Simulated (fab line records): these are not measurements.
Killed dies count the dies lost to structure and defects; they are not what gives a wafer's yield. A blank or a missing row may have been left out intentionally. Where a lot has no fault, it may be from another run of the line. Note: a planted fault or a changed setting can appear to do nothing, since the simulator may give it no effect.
Chamber matching    flow sky130    cmp-02 running SKY_VIA4_CMP_02: 4 sister chambers
The step polishes SiO2. 8 wafers are shown with their chamber, then 8 later ones without.

== EACH WAFER AND ITS CHAMBER ==
wafer   chamber  motor_current_A (A)  slurry_flow_ml_min
L708.4  3        9.4                  149.7
L711.5  2        12.4                 150.3
L712.2  1        12.6                 151.1
L712.6  1        12.8                 149.4
L715.1  3        10.0                 149.2
L715.2  0        11.8                 149.8
L715.4  2        11.9                 150.8
L722.2  0        11.9                 149.9

== WAFERS WITHOUT THEIR CHAMBER ==
wafer   motor_current_A (A)  slurry_flow_ml_min
L722.4  12.7                 150.0
L722.5  11.8                 149.2
L727.1  10.2                 150.2
L727.5  11.2                 150.5
L727.6  11.9                 150.4
L728.2  9.8                  150.0
L728.4  12.7                 150.2
L728.6  12.2                 149.6

== EACH ONE'S CHAMBER ==
wafer   from the rows above           in truth
L722.4  can't be placed: 1 or 2       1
L722.5  can't be placed: 0 or 2       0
L727.1  3                             3
L727.5  can't be placed: 0 or 2       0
L727.6  can't be placed: 0 or 2 or 1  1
L728.2  3                             3
L728.4  can't be placed: 1 or 2       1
L728.6  can't be placed: 0 or 2 or 1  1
Correctly placed: 2 of 8. Can't be placed from these rows: 6 (the true chamber is among the candidates in 6). Number placed wrongly: 0.
How it was worked out, from the rows above alone: a wafer's distance from a chamber is the root of the sum, over the readings, of the square of ((its reading less the chamber's mean) divided by the reading's scatter). The wafer belongs to the nearest chamber; if the next one is less than 2 further off, it can't be placed. A chamber's mean is the mean of its shown wafers. The scatter is the square root of a quotient: the sum, over the shown wafers, of each reading's squared deviation from its chamber's mean, divided by wafers minus chambers.
